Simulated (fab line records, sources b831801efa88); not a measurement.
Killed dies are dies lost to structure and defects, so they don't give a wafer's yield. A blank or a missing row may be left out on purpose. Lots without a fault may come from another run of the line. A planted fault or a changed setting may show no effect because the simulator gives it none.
Problem report in the 8D (eight disciplines) form, filled by code | flow gf180mcu | the parts of the form that need people (team, actions taken, sign-off) are left out

1. THE PROBLEM
bias_w at GF_M5_METAL_ETCH_10 reads a mean of 188.3 W on 4 wafers of 2 lots; wafers without a fault read 140.0 W with a standard deviation of 0.37. That is +99 or more standard deviations from the usual mean.
The step: etches the open film in Cl2/BCl3, stops on SiO2, target depth 627.5 nm, time 104.6 s.
First seen on wafer L961.1, day 30 22:30, on rie_metal-03. The record holds 33 wafers of 11 lots with a number at this step. Rule for "out", or "out of limits": more than 4 standard deviations from the usual mean. The other wafers with a number count as sound.

2. WHAT IT IS AND WHAT IT IS NOT
question                    | is                             | is not
which readings at this step | bias_w                         | drypump_motor_current_A, oes_product_au, throttle_valve_pct
which lots                  | L961, L967                     | L948, L950, L953, L954, L955, L956, L958, L959, L963
which wafers of those lots  | L961.1, L961.2, L961.3, L967.2 | L967.1, L967.5
read on which tools         | rie_metal-03                   | rie_metal-01, rie_metal-04
when                        | from day 30 22:30              | up to then (24 sound wafers); but 5 sound wafers of L963, L967 came after

3. SUSPECTS, AND WHAT RULES EACH OUT
Counting: a tool at a process step up to the reading stays a suspect if it ran every lot that is out. Sound lots after the first of them don't rule it out here, since some wafers of a struck lot are sound.
- rie_metal-03 at GF_M5_METAL_ETCH_10 (etches the open film in Cl2/BCl3, stops on SiO2, target depth 627.5 nm, time 104.6 s): kept. It ran every lot that is out, first L961 (day 30 22:30); its last sound lot up to then is L959 (day 30 07:15). Its own readings are out on those wafers: bias_w.
- Within rie_metal-03 at GF_M5_METAL_ETCH_10: the wafers that are out ran in chamber 0; their sound lot-mates ran in chamber 1.
Left after counting: rie_metal-03 at GF_M5_METAL_ETCH_10.

4. THE CAUSE (what the simulator had put in)
Process parameter drift: rie_metal-03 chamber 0, from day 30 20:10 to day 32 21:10, at GF_M5_METAL_ETCH_10. Setting bias_w, moved by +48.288, from 140. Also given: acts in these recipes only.
Counting left only this tool.

5. THE CHAIN OF EFFECTS, in route order
Each row: a reading whose mean over the struck wafers that have a number lies more than 3 standard deviations from the usual. Only readings for which the record gives a usual standard deviation are gone through. hours: the time from each lot's start at the first step in this table that gives one to its start at this step, as a median over the lots. sigmas: the change in usual standard deviations.
hours | step                | reading                  | usual   | on struck wafers | change | sigmas
0     | GF_M5_METAL_ETCH_10 | bias_w                   | 140.0 W | 188.3            | +48.3  | +99 or more
0     | GF_M5_STRIP_11      | strip_time_to_endpoint_s | 7.52 s  | 7.27             | -0.25  | -7.9
The process steps in it:
- GF_M5_METAL_ETCH_10: etches the open film in Cl2/BCl3, stops on SiO2, target depth 627.5 nm, time 104.6 s.
- GF_M5_STRIP_11: strips in O2/N2.

6. WHAT WOULD HAVE CAUGHT IT SOONER
In this record the first reading out of limits was taken at day 30 22:30, 2 hours after the fault began at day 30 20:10.
